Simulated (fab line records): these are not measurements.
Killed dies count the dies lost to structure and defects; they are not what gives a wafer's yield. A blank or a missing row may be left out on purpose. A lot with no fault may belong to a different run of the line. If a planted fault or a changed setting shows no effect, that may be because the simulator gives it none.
Which tool did it?    flow sky130    route of 708 steps, sampled at 1 step: 11 lots, 33 wafers

WHAT EACH GAUGE READ, for each wafer
SKY_SONOS_TUNNEL_OVL_MEAS_08.
lot   measured      on          SONOS_TUNNEL_OVL (nm)
L284  day 11 10:53  overlay-01  -3.0 -2.8 -1.4
L285  day 11 20:53  overlay-02  -1.6 -2.2 -0.7
L287  day 12 08:20  overlay-01  -1.8 -2.8 -1.5
L289  day 13 07:38  overlay-01  -2.5 -3.1 -1.2
L294  day 14 13:02  overlay-02  -2.9 -2.1 -3.8
L295  day 14 18:34  overlay-02  -1.5 0.5 1.2
L297  day 15 23:32  overlay-02  -2.1 0.6 -1.5
L299  day 16 10:50  overlay-02  -3.2 -2.3 -0.5
L302  day 17 11:12  overlay-01  -0.2 -0.8 -0.8
L303  day 18 00:23  overlay-01  -4.7 -2.0 -3.2
L305  day 18 16:32  overlay-02  0.6 1.2 -0.5

EACH LOT AND THE TOOL THAT RAN IT (in order: tool; ch and the chambers of the sampled wafers; start)
There is no process step in the record ahead of these readings.

THE ANSWER, worked out from the rows above alone
Rule: what is usual is taken from the lots themselves. Put in order of their means at a reading, lots are off if they are a third of the lots or fewer, leave a main group of 4 or more, and stand apart from it by a gap of 3 or more times the standard deviation of the main group's means; of several such gaps the widest counts. A main group whose means are all the same, to the digits that the tables above print for the reading, isn't used. A lot without any number at a reading at which 4 lots or more have one is off too. Where the step has rows for the other lots, those lots are counted as sound.
None of the lots is off at any reading shown; this tells nothing.

WHAT THE SIMULATOR HAD PUT IN
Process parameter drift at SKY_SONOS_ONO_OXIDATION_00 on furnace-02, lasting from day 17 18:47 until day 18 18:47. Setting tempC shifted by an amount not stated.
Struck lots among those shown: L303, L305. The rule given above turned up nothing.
